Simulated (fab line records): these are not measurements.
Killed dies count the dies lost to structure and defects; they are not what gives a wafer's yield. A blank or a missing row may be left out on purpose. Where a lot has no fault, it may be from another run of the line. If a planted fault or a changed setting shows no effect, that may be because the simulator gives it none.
Which tool was responsible?	flow sfq_line	21 wafers from 7 lots sampled at 5 of the route's 325 steps

## WHAT THE GAUGES READ, wafer by wafer
SFQ_M3_OVL_MEAS_921.
lot	measured	on	M3_OVL (nm)
L815	day 39 19:29	overlay-01	0 1 5
L817	day 40 00:17	overlay-01	-12 -12 -10
L820	day 40 08:43	overlay-02	2 4 6
L822	day 41 23:26	overlay-02	1 3 2
L825	day 42 13:29	overlay-02	1 1 -2
L829	day 44 07:28	overlay-01	-6 0 -4
L832	day 44 23:04	overlay-01	6 9 4

## EACH LOT AND THE TOOL THAT RAN IT (in order: tool; ch and the chambers of the sampled wafers; start)
lot	SFQ_TRILAYER_I0_CMP_CMP_028	SFQ_TRILAYER_I0_METRO_MEASURE_029	SFQ_TRILAYER_I0_VIA_ETCH_VIA_ETCH_034	SFQ_TRILAYER_M2_ETCH_METAL_ETCH_060
L815	cmp-02 ch 0,1,2, day 14 22:17	film_metro-04, day 15 00:54	rie_diel-02 ch 0,1, day 20 20:15	rie_metal-02 ch 0,1, day 33 04:33
L817	cmp-02 ch 0,1,3, day 15 00:47	film_metro-02, day 15 03:54	rie_diel-02 ch 0,1,2, day 20 23:51	rie_metal-04 ch 0,1, day 33 09:21
L820	cmp-02 ch 0,1,2, day 15 06:47	film_metro-02, day 15 10:18	rie_diel-03 ch 1,3, day 21 10:39	rie_metal-03 ch 0,1, day 34 03:19
L822	cmp-02 ch 0,2, day 15 10:17	film_metro-02, day 15 13:06	rie_diel-01 ch 1,3, day 21 15:27	rie_metal-02 ch 1, day 34 13:06
L825	cmp-01 ch 1,2, day 16 23:46	film_metro-02, day 17 03:17	rie_diel-02 ch 2,3, day 23 11:51	rie_metal-04 ch 0,1, day 36 11:51
L829	cmp-02 ch 0,2, day 18 17:59	film_metro-01, day 18 21:00	rie_diel-02 ch 0,2,3, day 25 06:36	rie_metal-03 ch 0,1, day 37 23:58
L832	cmp-01 ch 0,1,2, day 19 21:07	film_metro-01, day 20 00:26	rie_diel-02 ch 0,2,3, day 26 01:52	rie_metal-02 ch 0,1, day 38 16:04
- SFQ_TRILAYER_I0_CMP_CMP_028: polishes SiO2.
- SFQ_TRILAYER_I0_METRO_MEASURE_029
- SFQ_TRILAYER_I0_VIA_ETCH_VIA_ETCH_034: etches SiO2 in CHF3, stops on Nb, target depth 260 nm.
- SFQ_TRILAYER_M2_ETCH_METAL_ETCH_060: etches Nb in Cl2/Ar, stops on SiO2, target depth 240 nm, time 120 s.

## THE ANSWER, worked out from the rows above alone
Rule: the usual values come from the lots themselves. The widest of any qualifying gaps counts: lots, ordered by their means at a reading, are off when they make up no more than a third of the lots, leave a main group of 4 or more, and stand apart from it by 3 or more times the standard deviation of that group's means. The tables above print the reading to a certain number of digits; a main group whose means all agree to those digits is not used. Also off: a lot with no number at a reading for which 4 or more lots have one. Any other lot the step has rows for is counted as sound.
None of the lots is off at any reading shown; this tells nothing.

## WHAT THE SIMULATOR HAD PUT IN
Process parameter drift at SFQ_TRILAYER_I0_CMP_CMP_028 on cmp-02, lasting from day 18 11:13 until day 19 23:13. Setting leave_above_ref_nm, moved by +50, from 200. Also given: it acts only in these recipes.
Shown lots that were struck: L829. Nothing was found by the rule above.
